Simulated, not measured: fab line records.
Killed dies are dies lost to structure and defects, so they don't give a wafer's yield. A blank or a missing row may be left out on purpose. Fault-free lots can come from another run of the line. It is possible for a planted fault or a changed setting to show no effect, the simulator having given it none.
2 desks, one fault | flow sky130 | only its own numbers are on each desk; what lay behind them is given at the end

## METROLOGY DESK
Lot by lot, what the gauges showed, no matter which tool ran the lot: averages of those sampled wafers that carry a number. The brackets show how far a lot's mean lies from the usual mean; more than 4 standard deviations puts the lot out of limits, marked OUT.
Columns: A = VT_ADJUST_HVTR_TW at SKY_VT_ADJUST_HVTR_TW_MEAS_11, usual 211.4; B = cdNm at SKY_SONOS_TUNNEL_CD_MEAS_07, usual 409.4 nm; C = SONOS_ONO_OXIDATION_THK at SKY_SONOS_ONO_THK_MEAS_01, usual 2.61 nm
lot  | first seen here | A     | B     | C
L436 | day 9 13:38     | 210.8 | 406.3 | 2.60
L439 | day 10 19:31    | 209.7 | 409.1 | 2.67
L440 | day 11 06:47    | 210.0 | 405.6 | 2.67
L441 | day 11 11:26    | 212.2 | 413.6 | 2.60
L442 | day 11 13:58    | 211.6 | 409.3 | 2.56
L443 | day 11 21:33    | 211.9 | 411.5 | 2.61
L445 | day 12 16:16    | 212.7 | 409.8 | 2.58
L446 | day 12 18:13    | 213.0 | 410.4 | 2.57
L456 | day 15 22:16    | 210.4 | 409.0 | 3.09 (+9.2) OUT
L457 | day 16 06:35    | 209.8 | 407.1 | 3.10 (+9.5) OUT
L458 | day 16 10:40    | 212.7 | 406.2 | 2.59
Finding of this desk: L456, L457 out of limits, first seen on L456 at day 18 09:51 (SONOS_ONO_OXIDATION_THK at SKY_SONOS_ONO_THK_MEAS_01). L436, L439, L440, L441, L442, L443, L445, L446, L458: within limits.

## TOOL OWNER'S DESK, furnace-01
The tool's own readings at SKY_SONOS_ONO_OXIDATION_00 (stabilise 600 s, purge 300 s, target thk 2.6 nm): means of the sampled wafers that have a number, for each lot that ran on this tool. The brackets show how far a lot's mean lies from the usual mean; more than 4 standard deviations puts the lot out of limits, marked OUT. Shown are 7 of the 8 readings it has, namely the first that went out of limits plus those furthest out on some lot.
Columns: A = spikeTcBottomC at SKY_SONOS_ONO_OXIDATION_00, usual 820.1 C; B = spikeTcCentreC at SKY_SONOS_ONO_OXIDATION_00, usual 800.2 C; C = spikeTcLowerC at SKY_SONOS_ONO_OXIDATION_00, usual 800.5 C; D = spikeTcTopC at SKY_SONOS_ONO_OXIDATION_00, usual 813.9 C; E = spikeTcUpperC at SKY_SONOS_ONO_OXIDATION_00, usual 799.9 C; F = tubeCenterTempC at SKY_SONOS_ONO_OXIDATION_00, usual 800.01 C; G = tube_center_temp_C_max at SKY_SONOS_ONO_OXIDATION_00, usual 802.1
lot  | first seen here | A                | B               | C                | D                | E                | F                        | G
L436 | day 11 14:12    | 822.6            | 799.1           | 799.7            | 813.8            | 798.4            | 799.99                   | 801.8
L439 | day 12 19:59    | 821.9            | 800.0           | 801.6            | 814.8            | 799.2            | 800.00                   | 801.9
L440 | day 13 08:38    | 822.9            | 801.2           | 801.8            | 814.6            | 799.7            | 800.02                   | 801.9
L443 | day 14 03:58    | 822.6            | 800.0           | 801.9            | 814.5            | 798.6            | 799.99                   | 802.0
L445 | day 14 22:13    | 821.1            | 800.1           | 801.4            | 814.5            | 799.6            | 800.05                   | 802.2
L446 | day 14 22:13    | 822.4            | 800.7           | 801.8            | 814.8            | 799.5            | 799.98                   | 802.1
L456 | day 18 08:29    | 834.9 (+5.3) OUT | 812.7 (+13) OUT | 813.3 (+9.8) OUT | 826.3 (+7.8) OUT | 810.6 (+8.9) OUT | 812.01 (+99 or more) OUT | 813.8 (+33) OUT
L457 | day 18 16:10    | 834.3 (+5.1) OUT | 812.2 (+12) OUT | 813.6 (+10) OUT  | 827.5 (+8.5) OUT | 811.1 (+9.3) OUT | 812.05 (+99 or more) OUT | 814.6 (+36) OUT
This desk's finding: out of limits on L456, L457; first on L456, day 18 08:29 (spikeTcBottomC at SKY_SONOS_ONO_OXIDATION_00). L436, L439, L440, L443, L445, L446: within limits.

## ALL TOGETHER
At day 18 08:29, on L456, L457, the tool owner's desk was in a position to raise an alarm.
L456, L457 would have let the metrology desk raise an alarm at day 18 09:51.
Of the lots named, all ran SKY_SONOS_ONO_OXIDATION_00 on furnace-01.

## WHAT THE SIMULATOR PUT IN
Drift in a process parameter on furnace-01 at SKY_SONOS_ONO_OXIDATION_00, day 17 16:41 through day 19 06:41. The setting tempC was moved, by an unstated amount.
Lots struck among those shown: L456, L457.
Delay (hours) between the fault's onset and each desk's first out-of-limits reading: 16 at the tool owner's desk, 17 at the metrology desk.
